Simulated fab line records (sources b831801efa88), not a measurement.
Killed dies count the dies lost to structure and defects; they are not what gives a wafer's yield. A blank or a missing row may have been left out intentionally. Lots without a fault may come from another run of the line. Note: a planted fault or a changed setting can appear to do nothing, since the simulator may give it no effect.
8D (eight disciplines) problem report, filled in by code    flow gf180mcu    the parts of the form that need people (team, actions taken, sign-off) are left out

## 1. PROBLEM STATEMENT
Across 2 wafers from 2 lots, TOP_METAL_ALCU_RS at GF_TOP_METAL_RS_MEAS_05 averages 0.0596 ohm/sq, while fault-free wafers read 0.0329 ohm/sq with a standard deviation of 0.00038. That puts it +70 standard deviations away from the usual mean.
The step: measures by four-point-probe.
Earliest sighting: wafer L107.5 on film_metro-01 at day 32 01:19. The record has a number at this step for 33 wafers belonging to 11 lots. Rule for "out", or "out of limits": more than 4 standard deviations from the usual mean. The other wafers with a number count as sound.

## 2. WHAT IT IS; WHAT IT IS NOT
question                     is                            is not
which readings at this step  TOP_METAL_ALCU_RS             -
which lots                   L107, L112                    L100, L101, L103, L104, L991, L992, L994, L995, L996
which wafers of those lots   L107.5, L112.5                L107.1, L107.6, L112.1, L112.6
read on which gauges         film_metro-01, film_metro-04  -
when                         from day 32 01:19             up to then (29 sound wafers); but 2 sound wafers of L112 came after

## 3. SUSPECTS, AND WHAT RULES EACH OUT
Counting: if a tool at a process step up to the reading ran every lot that is out, it stays a suspect. Sound lots after the first of them don't rule it out here, since some wafers of a struck lot are sound.
- the gauge at GF_TOP_METAL_RS_MEAS_05 is ruled out. Those wafers that are out were read across 2 gauges (film_metro-01, film_metro-04).
- pvd_sputter-01 at GF_TOP_METAL_SPUTTER_02 (material AlCu, target thk 900 nm, time 47.82 s): kept. Ran every lot that is out, first one L107 (day 32 01:14); last sound lot up to then L103 (day 30 23:01).
The count leaves pvd_sputter-01 at GF_TOP_METAL_SPUTTER_02.

## 4. THE CAUSE (what the simulator had put in)
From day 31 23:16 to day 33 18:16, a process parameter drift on pvd_sputter-01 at GF_TOP_METAL_SPUTTER_02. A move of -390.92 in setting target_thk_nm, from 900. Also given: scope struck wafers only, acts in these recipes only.
Only this tool survived the counting.

## 5. THE EFFECT CHAIN, in route order
Rows list readings where the struck wafers' mean (over those with a number) sits beyond 3 standard deviations from the usual. Readings are gone through only where the record gives a usual standard deviation; hours: the median, over the lots, of the time from a lot's start at the first step in this table giving one to that lot's start at this step; sigmas: the change measured in usual standard deviations.
hours  step                      reading             usual          on struck wafers  change   sigmas
0      GF_TOP_METAL_RS_MEAS_05   TOP_METAL_ALCU_RS   0.0329 ohm/sq  0.0596            +0.0267  +70
0      GF_TOP_METAL_THK_MEAS_06  TOP_METAL_ALCU_THK  895 nm         494               -400     -31

## 6. HOW IT WOULD HAVE BEEN CAUGHT EARLIER
2 hours passed between the start of the fault at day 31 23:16 and the first reading out of limits at a measuring or inspecting step in this record, taken at day 32 01:19.
An alarm limit of 4 standard deviations would not have fired on the tool readings at GF_TOP_METAL_SPUTTER_02 for which the record gives a usual standard deviation, since none of them was out on any struck wafer.
Of the lots that are out (2), L112 began GF_TOP_METAL_SPUTTER_02 on pvd_sputter-01 after day 32 01:19. It would have been spared by a hold on the tool at that moment.
